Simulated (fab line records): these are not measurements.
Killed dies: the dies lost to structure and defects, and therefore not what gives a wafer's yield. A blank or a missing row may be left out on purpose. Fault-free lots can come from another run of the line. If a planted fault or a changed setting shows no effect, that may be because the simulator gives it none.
fab line records    flow sfq-line    part 2 of 2: steps 30 to 39 of 39
record: lots: 5  wafers: 15  last-day: 82
route steps=325 shown C5@244 M6@251 I6@266 M7@281
lots that met no fault: taken from a fault-free run of the same line
start-h: start of the lot's first displayed wafer, in hours after the record's first day    wait-h: hours since the lot's step before    " as in the row above    L1.1+2: a single row standing in for several wafers    - value missing, or start not given    * or withheld: withheld    < > ~ a bound
route shown NAME@n: NAME is a module with steps in the file, n the number in the route of the first one    usual: mean/standard deviation taken from wafers without a fault    same: alike in all rows    chamber/n: place in a boat    sites: readings site by site    _std_site: the values' standard deviation    _edge_site: outer sites' mean less inner sites'    radius-mm: how far each site lies from the wafer's centre    mask NAME#n: copy n    behind: the last tool/chamber to shape the wafer    hold: why the lot was held/for how many hours/how that ended    device: whichever transistor did not switch (one of n, p or np)    end of line: the route-end tests of the same wafers    for a step that has no rows: nothing shown but its recipe    killed: at the first sort, the dies lost to defects and structure; wafer yield is something else    map: a wafer's dies, marking killed ones x, the rest . and places with no die _
set.NAME: setting as actually run; set.NAME@STEP: the setting as run at that earlier step    model.NAME: the simulator's own value behind a step, which no gauge read
certain route steps with their lots: each step a table, each wafer a row
services: from which hour (start-h, from the record's first day; less than 0 if before it) a tool's chamber was out of use, for how many hours, and why
== steps ==
step: SFQ_TRILAYER_I6_VIA_LITHO_PEB_172
recipe: peb-temp-c: 115  peb-time-s: 60  resist: KrF
lot.wafer   tool            chamber  start-h  wait-h
L076.1+3+5  litho-track-04  0        1636.65  1.0
L080.1+2+5  litho-track-03  0        1672.67  1.0
L081.1+4+5  litho-track-04  0        1680.70  1.0
L093.2+3+4  litho-track-04  0        1756.12  0.8
L096.1+3+5  litho-track-02  0        1791.74  1.0
step: SFQ_TRILAYER_I6_VIA_LITHO_DEVELOP_171
recipe: time-s: 60  resist: KrF
lot.wafer   tool            chamber  start-h  wait-h
L076.1+3+5  litho-track-04  0        1636.80  0.1
L080.1+2+5  litho-track-03  0        1672.82  0.1
L081.1+4+5  litho-track-04  0        1680.85  0.1
L093.2+3+4  litho-track-04  0        1756.27  0.1
L096.1+3+5  litho-track-02  0        1791.89  0.1
step: SFQ_I6_OVL_MEAS_942
usual: I6_OVL: -2/5.8
lot.wafer  tool        chamber  start-h  wait-h  I6_OVL[nm]
L076.1     overlay-01  -        1636.95  0.1     -2
L076.3     "           -        "        "       0
L076.5     "           -        "        "       -3
L080.1     overlay-01  -        1672.97  0.1     -9
L080.2     "           -        "        "       -4
L080.5     "           -        "        "       1
L081.1     overlay-02  -        1681.00  0.1     3
L081.4     "           -        "        "       8
L081.5     "           -        "        "       6
L093.2     overlay-01  -        1756.40  0.1     2
L093.3     "           -        "        "       -1
L093.4     "           -        "        "       -9
L096.1     overlay-02  -        1792.04  0.1     -10
L096.3     "           -        "        "       -11
L096.5     "           -        "        "       -7
step: SFQ_TRILAYER_I6_VIA_BARC_OPEN_VIA_ETCH_235
recipe: mask-material: PR  chemistry: O2  target-depth-nm: 125  target: BARC  source-w: 500  bias-w: 80  pressure-mtorr: 30  time-s: 41.7
usual: drypump-motor-current-A: 5.8/0.58  oes-product-au: 0.685/0.0046
lot.wafer  tool         chamber  start-h  wait-h  drypump-motor-current-A  oes-product-au  rf-hours-counter-h
L076.1     rie-diel-03  0        1636.99  0.0     5.1                      0.694           8
L076.3     "            3        "        "       5.2                      0.687           0
L076.5     "            2        "        "       6.5                      0.687           -
L080.1     rie-diel-03  1        1673.00  0.0     6.5                      0.682           16
L080.2     "            0        "        "       5.1                      0.679           9
L080.5     "            2        "        "       6.5                      0.686           -
L081.1     rie-diel-03  0        1681.04  0.0     5.1                      0.689           9
L081.4     "            2        "        "       6.5                      0.689           4
L081.5     "            2        "        "       6.5                      0.684           -
L093.2     rie-diel-03  1        1756.43  0.0     6.5                      0.691           17
L093.3     "            0        "        "       5.1                      0.687           10
L093.4     "            3        "        "       5.3                      0.686           3
L096.1     rie-diel-03  2        1792.08  0.0     6.5                      0.686           6
L096.3     "            0        "        "       5.1                      0.682           11
L096.5     "            0        "        "       5.1                      0.680           -
step: SFQ_TRILAYER_I6_VIA_ETCH_VIA_ETCH_172
recipe: target: SiO2  stop-on: Nb  mask-material: PR  taper-deg: 20  chemistry: CHF3  target-depth-nm: 260  source-w: 500  bias-w: 80  pressure-mtorr: 30  time-s: withheld
usual: drypump-motor-current-A: 5.8/0.58  oes-product-au: 0.854/0.0046
lot.wafer  tool         chamber  start-h  wait-h  drypump-motor-current-A  oes-product-au
L076.1     rie-diel-03  0        1637.03  0.0     5.1                      0.852
L076.3     "            3        "        "       5.2                      0.855
L076.5     "            2        "        "       6.5                      0.853
L080.1     rie-diel-03  1        1673.04  0.0     6.5                      0.852
L080.2     "            0        "        "       5.1                      0.853
L080.5     "            2        "        "       6.5                      0.854
L081.1     rie-diel-03  0        1681.08  0.0     5.1                      0.869
L081.4     "            2        "        "       6.5                      0.858
L081.5     "            2        "        "       6.5                      0.857
L093.2     rie-diel-03  1        1756.47  0.0     6.5                      0.851
L093.3     "            0        "        "       5.1                      0.853
L093.4     "            3        "        "       5.2                      0.851
L096.1     rie-diel-03  2        1792.12  0.0     6.5                      0.854
L096.3     "            0        "        "       5.1                      0.854
L096.5     "            0        "        "       5.1                      0.852
step: SFQ_TRILAYER_I6_VIA_STRIP_STRIP_173
recipe: gas: O2  power-w: 200  platen-temp-c: 40  overash-fraction: 0.65  chemistry: O2  pressure-mtorr: 50
usual: drypump-motor-current-A: 5.6/0.56  oes-product-au: 1.000/0.0071
lot.wafer  tool          chamber  start-h  wait-h  drypump-motor-current-A  oes-product-au  rf-hours-counter-h
L076.1     rie-metal-02  0        1637.14  -       6.5                      1.000           83
L076.3     "             1        "        "       5.6                      0.998           -
L076.5     "             1        "        "       5.6                      1.002           -
L080.1     rie-metal-02  0        1673.15  -       6.4                      1.000           90
L080.2     "             1        "        "       5.6                      0.998           37
L080.5     "             1        "        "       5.6                      0.994           -
L081.1     rie-metal-02  1        1681.19  -       5.6                      0.994           39
L081.4     "             1        "        "       5.6                      0.985           -
L081.5     "             0        "        "       6.4                      0.992           -
L093.2     rie-metal-02  1        1756.58  -       5.6                      1.006           52
L093.3     "             1        "        "       5.6                      1.007           -
L093.4     "             0        "        "       6.4                      1.005           -
L096.1     rie-metal-02  1        1792.23  -       5.6                      0.997           58
L096.3     "             1        "        "       5.6                      1.004           -
L096.5     "             1        "        "       5.6                      0.990           -
step: SFQ_TRILAYER_I6_VIA_STRIP_SOLV_CLEAN_174
recipe: chemistry: NMP  temp-c: 70  time-s: 600
usual: bath-guard-temp-C: 70.1/0.52
lot.wafer  tool          chamber  start-h  wait-h  bath-guard-temp-C
L076.1     wet-bench-04  4        1637.74  0.4     70.5
L076.3     "             3        "        "       70.4
L076.5     "             7        "        "       70.5
L080.1     wet-bench-04  5        1673.75  0.4     69.9
L080.2     "             1        "        "       70.1
L080.5     "             0        "        "       70.7
L081.1     wet-bench-04  1        1681.79  0.4     70.5
L081.4     "             6        "        "       70.7
L081.5     "             5        "        "       70.0
L093.2     wet-bench-01  1        1757.18  0.4     70.0
L093.3     "             0        "        "       69.3
L093.4     "             3        "        "       69.7
L096.1     wet-bench-04  2        1792.83  0.4     70.0
L096.3     "             1        "        "       70.6
L096.5     "             4        "        "       70.7
step: SFQ_TRILAYER_M7_DEP_PRE_CLEAN_176
recipe: gas: Ar  time-s: 22.5  bias-v: 250
usual: bias-v: 250.0/2.3
lot.wafer  tool            chamber  start-h  wait-h  bias-v
L076.1     pvd-sputter-04  -        1637.92  0.0     245.5
L076.3     "               -        "        "       250.2
L076.5     "               -        "        "       250.8
L080.1     pvd-sputter-04  -        1673.93  0.0     249.5
L080.2     "               -        "        "       253.5
L080.5     "               -        "        "       252.6
L081.1     pvd-sputter-03  -        1681.97  0.0     246.7
L081.4     "               -        "        "       250.8
L081.5     "               -        "        "       247.9
L093.2     pvd-sputter-06  -        1757.53  0.0     246.4
L093.3     "               -        "        "       250.7
L093.4     "               -        "        "       251.2
L096.1     pvd-sputter-06  -        1793.01  0.0     249.1
L096.3     "               -        "        "       253.6
L096.5     "               -        "        "       253.7
step: SFQ_TRILAYER_M7_DEP_SPUTTER_175
recipe: material: Nb  base-pressure-pa: 1.33e-06  chamber-pressure-pa: 0.1333  substrate-temp-c: 20  target-thk-nm: 200  power-w: 2000  time-s: 133.3
usual: throttle-valve-pct: 30.2/0.92
lot.wafer  tool            chamber  start-h  wait-h  throttle-valve-pct
L076.1     pvd-sputter-04  -        1637.95  0.0     31.1
L076.3     "               -        "        "       30.5
L076.5     "               -        "        "       31.0
L080.1     pvd-sputter-04  -        1673.96  0.0     31.2
L080.2     "               -        "        "       30.7
L080.5     "               -        "        "       29.0
L081.1     pvd-sputter-03  -        1682.00  0.0     32.2
L081.4     "               -        "        "       29.9
L081.5     "               -        "        "       29.9
L093.2     pvd-sputter-06  -        1757.56  0.0     29.0
L093.3     "               -        "        "       29.3
L093.4     "               -        "        "       29.9
L096.1     pvd-sputter-06  -        1793.04  0.0     29.3
L096.3     "               -        "        "       29.0
L096.5     "               -        "        "       28.9
step: SFQ_M7_RS_MEAS_943
recipe: thk-meas-gauge: four-point-probe  reads: Nb_of_TRILAYER_M7_DEP_SPUTTER_175
usual: M7_NB_RS: 0.887/0.0072
lot.wafer  tool           chamber  start-h  wait-h  M7_NB_RS[ohm/sq]
L076.1     film-metro-04  -        1638.05  0.0     0.873
L076.3     "              -        "        "       0.876
L076.5     "              -        "        "       0.884
L080.1     film-metro-04  -        1674.05  0.0     0.888
L080.2     "              -        "        "       0.886
L080.5     "              -        "        "       0.892
L081.1     film-metro-03  -        1682.09  0.0     0.888
L081.4     "              -        "        "       0.882
L081.5     "              -        "        "       0.884
L093.2     film-metro-01  -        1757.67  0.1     0.900
L093.3     "              -        "        "       0.893
L093.4     "              -        "        "       0.885
L096.1     film-metro-01  -        1793.13  0.0     0.884
L096.3     "              -        "        "       0.890
L096.5     "              -        "        "       0.887
== services ==
tool            chamber  start-h  hours  kind
rie-metal-04    0        1467.35  1.2    repair
pvd-sputter-06  -        1471.12  2.8    repair
rie-metal-01    0        1473.61  1.1    repair
rie-diel-03     1        1485.58  1.5    repair
pecvd-04        2        1495.58  14.2   repair
krf-scanner-01  -        1506.90  0.3    repair
rie-metal-04    1        1516.00  26.5   repair
krf-scanner-01  -        1563.88  0.6    repair
krf-scanner-01  -        1581.58  1.0    pm
krf-scanner-01  -        1590.98  1.3    pm
wet-bench-04    -        1593.81  1.3    repair
pvd-sputter-04  -        1605.02  11.2   repair
krf-scanner-01  -        1606.23  4.0    pm
rie-metal-02    -        1642.20  0.2    repair
pvd-sputter-06  -        1676.52  0.6    repair
pvd-sputter-06  -        1684.54  6.1    repair
pvd-sputter-04  -        1690.26  4.1    repair
rie-metal-04    -        1699.03  14.6   pm
krf-scanner-01  -        1711.90  1.0    pm
rie-metal-04    -        1713.63  1.4    pm
rie-metal-04    0        1719.21  1.7    repair
rie-metal-01    -        1752.88  0.4    repair
krf-scanner-01  -        1759.24  1.3    pm
rie-metal-04    0        1790.95  6.4    repair
